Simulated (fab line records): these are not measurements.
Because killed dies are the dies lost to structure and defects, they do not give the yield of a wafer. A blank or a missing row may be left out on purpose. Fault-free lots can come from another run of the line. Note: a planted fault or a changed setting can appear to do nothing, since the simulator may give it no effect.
8D (eight disciplines) problem report, filled in by code    flow sky130    the parts of the form that need people (team, actions taken, sign-off) are left out

1. WHAT WENT WRONG
At SKY_METAL2_DEHYDRATE_07, heater-power-total-W averages 165.98 W over 6 wafers from 2 lots, while fault-free wafers read 160.36 W, standard deviation 0.12. That is +47 standard deviations from the usual mean.
The step: time 60 s.
First seen on wafer L831.1, day 39 03:20, on litho-track-02. The record has a number at this step for 39 wafers belonging to 13 lots. Rule for "out" (also "out of limits"): further than 4 standard deviations from the usual mean. The other wafers with a number count as sound.

2. WHAT THIS IS AND IS NOT
question                     is                                  is not
which readings at this step  heater-power-total-W, run-length-s  -
which lots                   L831, L833                          L817, L818, L820, L821, L822, L823, L826, L829, L835, L836, L839
which wafers of those lots   all that have a number              -
read on which tools          litho-track-02                      litho-track-01, litho-track-04
when                         from day 39 03:20                   up to then (24 sound wafers); but 9 sound wafers of L835, L836, L839 came after

3. WHAT RULES OUT EACH SUSPECT
Counting: a tool at a process step up to the reading stays a suspect if it ran every lot that is out and no sound lot after the first of them.
- pvd-sputter-03 at SKY_METAL2_SPUTTER_03 (material Ti, target thk 5 nm, time 3.3 s): ruled out as a lasting fault. Following L831 (day 38 15:28), the first lot on it that is out, the sound lots L836, L839 were run on it.
- litho-track-02 at SKY_METAL2_DEHYDRATE_07 (time 60 s): kept. It ran every lot that is out, first L831 (day 39 03:20), and no sound lot after that; its last sound lot up to then is L823 (day 36 19:47). On those wafers its own readings are out: heater-power-total-W, run-length-s.
The count leaves litho-track-02 at SKY_METAL2_DEHYDRATE_07.

4. THE CAUSE (what the simulator had put in)
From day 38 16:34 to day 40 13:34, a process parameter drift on litho-track-02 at SKY_METAL2_DEHYDRATE_07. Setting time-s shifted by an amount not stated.
Counting left only this tool.

5. THE EFFECT CHAIN, in route order
Rows list readings where the struck wafers' mean (over those with a number) sits beyond 3 standard deviations from the usual. Scope: only readings with a usual standard deviation given in the record; hours: median across lots of the time from each lot's start at the first step in this table that gives one to its start at this step; sigmas: change in usual standard deviations.
hours  step                     reading               usual     on struck wafers  change  sigmas
0      SKY_METAL2_DEHYDRATE_07  heater-power-total-W  160.36 W  165.98            +5.62   +47
0      SKY_METAL2_DEHYDRATE_07  run-length-s          88.95 s   83.28             -5.67   -30
It contains these process steps:
- SKY_METAL2_DEHYDRATE_07: time 60 s.
At these later measuring or inspecting steps, every struck wafer for which the step has a row has a number for every such reading, and none has moved that far: SKY_METAL2_CD_MEAS_15.

6. HOW IT WOULD HAVE BEEN CAUGHT EARLIER
The fault began at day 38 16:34; the first out-of-limits reading in this record came at day 39 03:20, 11 hours later.
